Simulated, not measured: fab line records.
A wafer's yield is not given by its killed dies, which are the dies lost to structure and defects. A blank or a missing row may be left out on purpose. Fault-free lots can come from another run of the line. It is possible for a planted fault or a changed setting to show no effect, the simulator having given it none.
Problem report in the 8D (eight disciplines) form, filled by code ; flow gf180mcu ; the parts of the form that need people (team, actions taken, sign-off) are left out

1. THE ISSUE
Mean of cd nm at GF_V2_CD_MEAS_14: 270.9 nm over 3 wafers from 1 lot, against 260.4 nm (standard deviation 1) on wafers with no fault. That is +10 standard deviations from the usual mean.
The step: target cd 260 nm.
Seen first at day 27 23:08 on cd sem-01, wafer L900.2. The record holds 36 wafers of 12 lots with a number at this step. The rule behind "out" and "out of limits": a value lying over 4 standard deviations away from the usual mean. The other wafers with a number count as sound.

2. WHAT IT IS; WHAT IT IS NOT
question;is;is not
which readings at this step;cd nm;-
which lots;L900;L878, L879, L880, L881, L882, L883, L888, L889, L890, L893, L899
which wafers of those lots;all that have a number;-
read on which gauges;cd sem-01;cd sem-02
when;from day 27 23:08;up to then (33 sound wafers)

3. THE SUSPECTS, EACH WITH WHAT RULES IT OUT
Counting: a tool at a process step up to the reading stays a suspect if it ran every lot that is out and no sound lot after the first of them.
- the gauge at GF_V2_CD_MEAS_14 has been ruled out. All the wafers that are out were read on cd sem-01, but those of them that GF_V2_EXPOSE_11 has rows for are out there too, on other tools.
- krf scanner-02 at GF_V2_EXPOSE_11 (exposes mask Via2, target cd 260 nm): kept. It ran the lot that is out, L900 (day 27 13:11), and no sound lot after that; its last sound lot up to then is L893 (day 25 10:59). Out on those wafers are its own readings of exposure dose mJ cm2.
After counting, what remains is krf scanner-02 at GF_V2_EXPOSE_11.

4. THE CAUSE (what the simulator had put in)
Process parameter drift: krf scanner-02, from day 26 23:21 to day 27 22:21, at GF_V2_EXPOSE_11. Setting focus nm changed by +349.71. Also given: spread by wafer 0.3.
Only this tool survived the counting.

5. SEQUENCE OF EFFECTS, ordered by route
Each row: a reading whose mean over the struck wafers that have a number lies more than 3 standard deviations from the usual. Scope: only readings with a usual standard deviation given in the record; hours: median across lots of the time from each lot's start at the first step in this table that gives one to its start at this step; sigmas: change in usual standard deviations.
hours;step;reading;usual;on struck wafers;change;sigmas
0;GF_V2_EXPOSE_11;exposure dose mJ cm2;38.00;37.70;-0.30;-8.0
10;GF_V2_CD_MEAS_14;cd nm;260.4 nm;270.9;+10.5;+10
The process steps in it:
- GF_V2_EXPOSE_11: exposes mask Via2, target cd 260 nm.

6. HOW IT WOULD HAVE BEEN CAUGHT EARLIER
In this record the first reading out of limits at a measuring or inspecting step was taken at day 27 23:08, 24 hours after the fault began at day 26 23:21.
Tool's own readings at GF_V2_EXPOSE_11, exposure dose mJ cm2: out on all struck wafers the step has rows for; an alarm limit on them would have tripped on the first.
The start of GF_V2_EXPOSE_11 on krf scanner-02 came by day 27 23:08 for every one of the lots that are out (1). Had the tool been put on hold then, not one of them would have been saved.
